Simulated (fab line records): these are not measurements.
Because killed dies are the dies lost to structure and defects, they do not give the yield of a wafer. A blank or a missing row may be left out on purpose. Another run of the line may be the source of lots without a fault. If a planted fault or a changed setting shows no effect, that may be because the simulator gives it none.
One fault seen from 2 desks    flow sky130    numbers are kept per desk, each desk with only its own; the story behind them comes last

FOR THE TOOL OWNER'S DESK: litho-track-01
The tool's own readings at SKY_VIA2_SOFTBAKE_08 (time 90 s): means of the sampled wafers that have a number, for each lot that ran on this tool. A lot is out of limits, marked OUT, if its mean lies more than 4 standard deviations from the usual mean; the brackets give that distance.
Columns: A = heater-power-total-W at SKY_VIA2_SOFTBAKE_08, usual 57.36 W; B = run-length-s at SKY_VIA2_SOFTBAKE_08, usual 119.23 s
lot   first seen here  A                B
L262  day 36 08:00     57.32            119.42
L266  day 38 05:00     57.45            119.36
L273  day 40 03:00     63.57 (+56) OUT  95.52 (-99 or more) OUT
L276  day 40 12:00     63.48 (+56) OUT  95.61 (-99 or more) OUT
This desk's finding: out of limits on L273, L276; first on L273, day 40 03:00 (heater-power-total-W at SKY_VIA2_SOFTBAKE_08). L262, L266 stayed within limits.

METROLOGY DESK
What the gauges read for every lot (on any tool): the sampled wafers with a number, averaged. A lot is out of limits, marked OUT, if its mean lies more than 4 standard deviations from the usual mean; the brackets give that distance.
Columns: A = cd-nm at SKY_METAL2_CD_MEAS_15, usual 139.8 nm; B = cd-nm at SKY_VIA2_CD_MEAS_12, usual 199.9 nm
lot   first seen here  A      B
L260  day 34 21:49     138.6  199.6
L262  day 35 17:51     140.1  200.0
L264  day 36 12:56     140.5  197.4
L265  day 37 02:51     139.6  200.2
L267  day 37 12:37     138.8  197.4
L266  day 37 15:07     139.4  199.1
L273  day 39 14:15     140.6  201.7
L274  day 39 15:01     142.6  201.2
L276  day 39 22:42     139.2  198.9
L280  day 41 13:41     140.8  201.1
L282  day 42 00:13     137.6  200.0
L283  day 42 01:58     138.3  198.0
This desk's finding: nothing out of limits on any of the 12 lots.

ALL TOGETHER
The tool owner's desk had the chance to raise an alarm at day 40 03:00 on L273, L276.
From the metrology desk's view, nothing was out of limits.
The metrology desk holds a record of L273, L276, inside its limits.
Of the lots named, all ran SKY_VIA2_SOFTBAKE_08 on litho-track-01.

WHAT THE SIMULATOR HAD PUT IN
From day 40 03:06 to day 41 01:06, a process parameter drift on litho-track-01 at SKY_VIA2_SOFTBAKE_08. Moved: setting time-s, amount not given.
Lots struck among those shown: L273, L276.
